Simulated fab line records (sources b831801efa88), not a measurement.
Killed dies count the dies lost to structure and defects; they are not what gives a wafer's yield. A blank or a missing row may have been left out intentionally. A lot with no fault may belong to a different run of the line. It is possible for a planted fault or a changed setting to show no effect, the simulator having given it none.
A single fault, viewed from 2 desks :: flow gf180mcu :: every desk sees just its own numbers, and what lay behind them comes last

FROM THE METROLOGY DESK
Means of the sampled wafers that have a number, per lot and without regard to the tool the lot ran on: this is what the gauges read. Any lot whose mean is over 4 standard deviations away from the usual mean is out of limits and marked OUT; that distance is given in the brackets.
Columns: A = SAB_CVD_00_THK at GF_SAB_THK_MEAS_01, usual 49.9 nm; B = cd nm at GF_SAB_CD_MEAS_09, usual 420.2 nm; C = SAB_OVL at GF_SAB_OVL_MEAS_10, usual 0.9 nm
lot: L879
first seen here: day 14 10:38
A: 50.8
B: 421.1
C: 0.3

lot: L880
first seen here: day 14 21:31
A: 49.2
B: 426.6
C: 0.7

lot: L882
first seen here: day 15 12:53
A: 49.6
B: 420.5
C: -0.1

lot: L893
first seen here: day 19 13:02
A: 50.1
B: 420.4
C: 3.3

lot: L896
first seen here: day 20 12:19
A: 49.7
B: 419.9
C: 0.5
This desk found nothing out of limits on any of the 5 lots.

AT THE TOOL OWNER'S DESK: wet bench-04
The tool's own readings at GF_SAB_WET_ETCH_12 (etches SiO2 in dHF, target depth 22 nm, time 440 s): means of the sampled wafers that have a number, for each lot that ran on this tool. Any lot whose mean is over 4 standard deviations away from the usual mean is out of limits and marked OUT; that distance is given in the brackets.
Columns: A = run length s at GF_SAB_WET_ETCH_12, usual 469 s
lot: L879
first seen here: day 15 07:32
A: 471

lot: L882
first seen here: day 16 10:51
A: 271 (-51) OUT
This desk's finding: out of limits on L882; first on L882, day 16 10:51 (run length s at GF_SAB_WET_ETCH_12). Within limits: L879.

PUT TOGETHER
The tool owner's desk could have raised an alarm at day 16 10:51, on L882.
At the metrology desk, nothing out of limits was observed.
The metrology desk holds a record of L882, inside its limits.
All the named lots went through GF_SAB_WET_ETCH_12 on wet bench-04.

WHAT THE SIMULATOR PUT IN
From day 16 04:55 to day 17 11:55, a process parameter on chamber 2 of wet bench-04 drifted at GF_SAB_WET_ETCH_12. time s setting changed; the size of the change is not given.
Lots struck among those shown: L882.
Hours from the fault's start to each desk's first reading out of limits: the tool owner's desk, 6.
